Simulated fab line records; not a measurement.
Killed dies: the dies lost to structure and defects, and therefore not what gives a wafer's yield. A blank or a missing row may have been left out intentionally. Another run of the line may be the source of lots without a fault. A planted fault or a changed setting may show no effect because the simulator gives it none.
A struck lot beside a sound one | flow sky130 | 18 steps out of a route of 708
Sound: these wafers, L762.1, L762.2, L762.4. Struck: wafers L774.1, L774.4. (L774.5 of the same lot was not struck and is left out.) The cause comes at the end.
For every step that has rows: the tool of each side, followed by ch and its chambers, followed by its first start. Under that, the readings that differ: sound wafers | struck wafers | difference of the means | sigmas: that difference in standard deviations of wafers without a fault.
alike: same words and numbers on both sides, and readings whose means sit less than 2 such deviations apart. not compared: any withheld reading, any reading some wafer has no value for, any bound like >300 that may hide the same value, and any number with overlapping values for which the record gives no deviation.
Wherever a step has rows on one side only, a row that says differs or no value, or a row with sigmas, the two part there. Numbers that don't overlap but have no deviation are shown without sigmas and don't part them. A reading missing from all wafers of one side parts the sides only when that side holds two or more wafers.

first, 5 steps without rows for these wafers: SKY_VIA4_COAT_06 (resist thk 1140 nm); SKY_VIA4_SOFTBAKE_07 (time 60 s); SKY_VIA4_EXPOSE_08 (exposes mask VIM4, target cd 800 nm); SKY_VIA4_PEB_09; SKY_VIA4_DEVELOP_10 (develop time 60 s).
SKY_VIA4_OVL_MEAS_11:
  sound on overlay-02 at day 43 10:24; struck on overlay-02 at day 46 16:00
  alike: VIA4_OVL
SKY_VIA4_ETCH_12: etches SiO2 in C4F8/O2/Ar, stops on TiN, target depth 580 nm.
  sound on rie diel-01 ch 2,3, day 43 10:26; struck on rie diel-04 ch 1,2, day 46 16:02
  alike: oes product au
SKY_VIA4_STRIP_13: strips in O2/N2.
  sound on plasma asher-04 ch 0,1, day 43 10:31; struck on plasma asher-02 ch 0,1, day 46 16:07
  alike: drypump motor current A, oes product au, strip time to endpoint s
  not compared: rf hours counter h
then, 3 steps without rows for these wafers: SKY_VIA4_STRIP_14 (strips in post etch residue remover, time 1200 s); SKY_VIA4_CLEAN_15 (cleans in IPA, time 180 s); SKY_VIA4_CLEAN_16 (cleans in O3/DIW).
SKY_VIA4_SPUTTER_17: material TiN, target thk 20 nm, time 80 s.
  sound on pvd sputter-01 at day 43 11:07; struck on pvd sputter-04 at day 46 16:42
  alike: cathode dc power W, throttle valve pct
SKY_VIA4_CVD_18: deposits W, target thk 505 nm, time 152.14 s.
  sound on cvd w-01 ch 0,1, day 43 11:11; struck on cvd w-01 ch 0,1, day 46 16:46
  reading                            | sound             | struck    | difference | sigmas
  model.W_of_VIA4_CVD_18.thk nm (nm) | 507.4 501.7 504.1 | 286.5 277 | -222.6     |
  alike: heater power w, susceptor temp C
SKY_VIA4_RS_MEAS_19: a four-point-probe measurement.
  sound on film metro-02 at day 43 11:20; struck on film metro-01 at day 46 16:55
  reading            | sound                | struck        | difference | sigmas
  VIA4_W_RS (ohm/sq) | 0.2250 0.2278 0.2266 | 0.4011 0.4158 | +0.1820    | +76
SKY_VIA4_THK_MEAS_20: measures by xrf.
  sound on film metro-02 at day 43 11:27; struck on film metro-01 at day 46 17:02
  reading         | sound       | struck  | difference | sigmas
  VIA4_W_THK (nm) | 505 499 500 | 286 277 | -220       | -37
SKY_VIA4_CMP_21: polishes, stops on SiO2, t overpolish 25 s, target thk 0 nm.
  sound on cmp-01 ch 0,1,2, day 43 11:34; struck on cmp-01 ch 0,1, day 46 17:12
  reading                | sound       | struck | difference | sigmas
  time to endpoint s (s) | 118 118 121 | 65 64  | -54        | -14
  alike: motor current A
SKY_METAL5_SPUTTER_00: material Ti, target thk 15 nm, time 10 s.
  sound on pvd sputter-01 at day 43 11:49; struck on pvd sputter-01 at day 46 17:24
  alike: cathode dc power W, throttle valve pct
after that, 1 step had no rows for these wafers: SKY_PAD_OPEN_PROBE_99.

## WHERE THEY PART
First at SKY_VIA4_RS_MEAS_19; last, within this record, at SKY_VIA4_CMP_21. Later steps at which nothing parts them and some readings are alike: SKY_METAL5_SPUTTER_00.

WHY: what had been put in by the simulator
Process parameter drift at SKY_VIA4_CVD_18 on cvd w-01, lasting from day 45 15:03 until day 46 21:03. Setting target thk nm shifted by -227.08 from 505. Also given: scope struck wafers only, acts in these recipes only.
